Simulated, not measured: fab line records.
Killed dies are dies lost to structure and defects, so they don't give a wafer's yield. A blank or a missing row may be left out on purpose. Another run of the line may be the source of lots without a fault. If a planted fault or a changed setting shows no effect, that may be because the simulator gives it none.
A struck lot beside a sound one ; flow sfq line ; 26 steps out of a route of 325
Sound: wafers L859.1, L859.5, L859.6. Wafers struck: L863.1, L863.2, L863.3. The cause is given at the end.
Each step with rows lists, per side, the tool, then ch with its chambers, then its first start. Under that, the readings that differ: sound wafers ; struck wafers ; difference of the means ; sigmas: that difference in standard deviations of wafers without a fault.
alike: readings with means less than 2 such deviations apart, plus words and numbers identical on both sides. not compared: withheld readings, readings lacking a value on some wafer, bounds such as >300 that could conceal the same value, and numbers that have no deviation in the record and whose values overlap.
Wherever a step has rows on one side only, a row that says differs or no value, or a row with sigmas, the two part there. When numbers do not overlap yet have no deviation, they are printed without sigmas and do not part them. A reading that every wafer of one side lacks parts them only if that side has two wafers or more.

SFQ_L0_RS_MEAS_901: uses a four-point probe to measure.
  sound on film metro-01, day 2 23:34; struck on film metro-03, day 3 19:34
  alike: L0_MONX_KI_RS
SFQ_L0_THK_MEAS_902: measures by xrf.
  sound on film metro-01, day 2 23:41; struck on film metro-03, day 3 19:41
  alike: L0_MONX_KI_THK
then, 7 steps without rows for these wafers: SFQ_TRILAYER_L0_LITHO_COAT_010 (resist thk 62 nm); SFQ_TRILAYER_L0_LITHO_COAT_005 (resist thk 600 nm); SFQ_TRILAYER_L0_LITHO_SOFTBAKE_009; SFQ_TRILAYER_L0_LITHO_EXPOSE_006 (exposes mask L0, target cd 2000 nm); SFQ_TRILAYER_L0_LITHO_PEB_008 (peb time 60 s); SFQ_TRILAYER_L0_LITHO_DEVELOP_007 (time 60 s); SFQ_TRILAYER_L0_BARC_OPEN_METAL_ETCH_010 (etches BARC in O2, target depth 125 nm, time 41.7 s).
-- the record jumps here: 3 days lie between the struck wafers' starts before and after --
SFQ_TRILAYER_L0_ETCH_METAL_ETCH_008: etches MoNx KI in SF6/O2, stops on SiO2, target depth 50 nm, time 25 s.
  sound on rie metal-02 ch 0,1, day 5 03:27; struck on rie metal-01 ch 0,1, day 6 09:34
  alike: drypump motor current A, oes product au
  not compared: rf hours counter h
SFQ_TRILAYER_L0_STRIP_STRIP_009: strips in O2.
  sound on rie metal-02 ch 0,1, day 5 03:29; struck on rie metal-01 ch 0,1, day 6 09:37
  alike: drypump motor current A, oes product au
  not compared: rf hours counter h
then, 1 step without rows for these wafers: SFQ_TRILAYER_L0_STRIP_SOLV_CLEAN_010 (cleans in NMP, time 600 s).
SFQ_TRILAYER_L0_CAP_PECVD_011: deposits SiO2 from SiH4/N2O, time 13.333 s, target thk 60 nm.
  sound on pecvd-04 ch 1,2, day 5 04:16; struck on pecvd-02 ch 0,1,2, day 6 10:35
reading;sound;struck;difference;sigmas
throttle valve pct (%);23.6 23.7 24.0;25.3 27.1 26.2;+2.4;+2
  alike: heater power outer w, heater power w
then, 6 steps without rows for these wafers: SFQ_TRILAYER_L0_VIA_LITHO_COAT_018 (resist thk 62 nm); SFQ_TRILAYER_L0_VIA_LITHO_COAT_013 (resist thk 650 nm); SFQ_TRILAYER_L0_VIA_LITHO_SOFTBAKE_017; SFQ_TRILAYER_L0_VIA_LITHO_EXPOSE_014 (exposes mask L0V, target cd 700 nm); SFQ_TRILAYER_L0_VIA_LITHO_PEB_016 (peb time 60 s); SFQ_TRILAYER_L0_VIA_LITHO_DEVELOP_015 (time 60 s).
SFQ_L0V_OVL_MEAS_903:
  sound on overlay-01, day 6 17:28; struck on overlay-02, day 7 22:13
  alike: L0V_OVL
SFQ_TRILAYER_L0_VIA_BARC_OPEN_VIA_ETCH_021: etches BARC in O2, target depth 125 nm, time 41.7 s.
  sound on rie diel-04 ch 0,2,3, day 6 17:30; struck on rie diel-03 ch 0,1,2, day 7 22:15
  alike: drypump motor current A, oes product au
  not compared: rf hours counter h
SFQ_TRILAYER_L0_VIA_ETCH_VIA_ETCH_016: etches SiO2 in CHF3, stops on MoNx KI, target depth 80 nm.
  sound on rie diel-04 ch 0,2,3, day 6 17:32; struck on rie diel-03 ch 0,1,2, day 7 22:17
reading;sound;struck;difference;sigmas
oes product au (a.u.);0.842 0.850 0.846;1.008 1.021 0.987;+0.159;+22
model.L0V.feature depth nm (nm);59.97 61.09 61.16;81.05 82.33 78.62;+19.93;
model.etch.depth nm (nm);59.97 61.09 61.16;81.05 82.33 78.62;+19.93;
  alike: drypump motor current A
SFQ_TRILAYER_L0_VIA_STRIP_STRIP_017: strips in O2.
  sound on rie metal-01 ch 0,1, day 6 17:35; struck on rie metal-01 ch 0,1, day 7 22:20
  alike: drypump motor current A, oes product au
  not compared: rf hours counter h
then, 1 step without rows for these wafers: SFQ_TRILAYER_L0_VIA_STRIP_SOLV_CLEAN_018 (cleans in NMP, time 600 s).
SFQ_TRILAYER_M0_DEP_PRE_CLEAN_020: time 15 s.
  sound on pvd sputter-04, day 6 18:22; struck on pvd sputter-04, day 7 23:07
reading;sound;struck;difference;sigmas
model.SiO2_of_TRILAYER_L0_CAP_PECVD_011.thk nm (nm);54.97 56.09 56.16;114 113.6 114.3;+58;
SFQ_TRILAYER_M0_DEP_SPUTTER_019: material Nb, target thk 200 nm, time 133.3 s.
  sound on pvd sputter-04, day 6 18:23; struck on pvd sputter-04, day 7 23:08
  alike: chamber pressure pa, throttle valve pct

WHERE THEY PART
Last at SFQ_TRILAYER_L0_VIA_ETCH_VIA_ETCH_016 as far as this record goes, first at SFQ_TRILAYER_L0_CAP_PECVD_011. Later steps at which nothing parts them and some readings are alike: SFQ_TRILAYER_L0_VIA_STRIP_STRIP_017, SFQ_TRILAYER_M0_DEP_SPUTTER_019.

WHY: the cause the simulator had injected
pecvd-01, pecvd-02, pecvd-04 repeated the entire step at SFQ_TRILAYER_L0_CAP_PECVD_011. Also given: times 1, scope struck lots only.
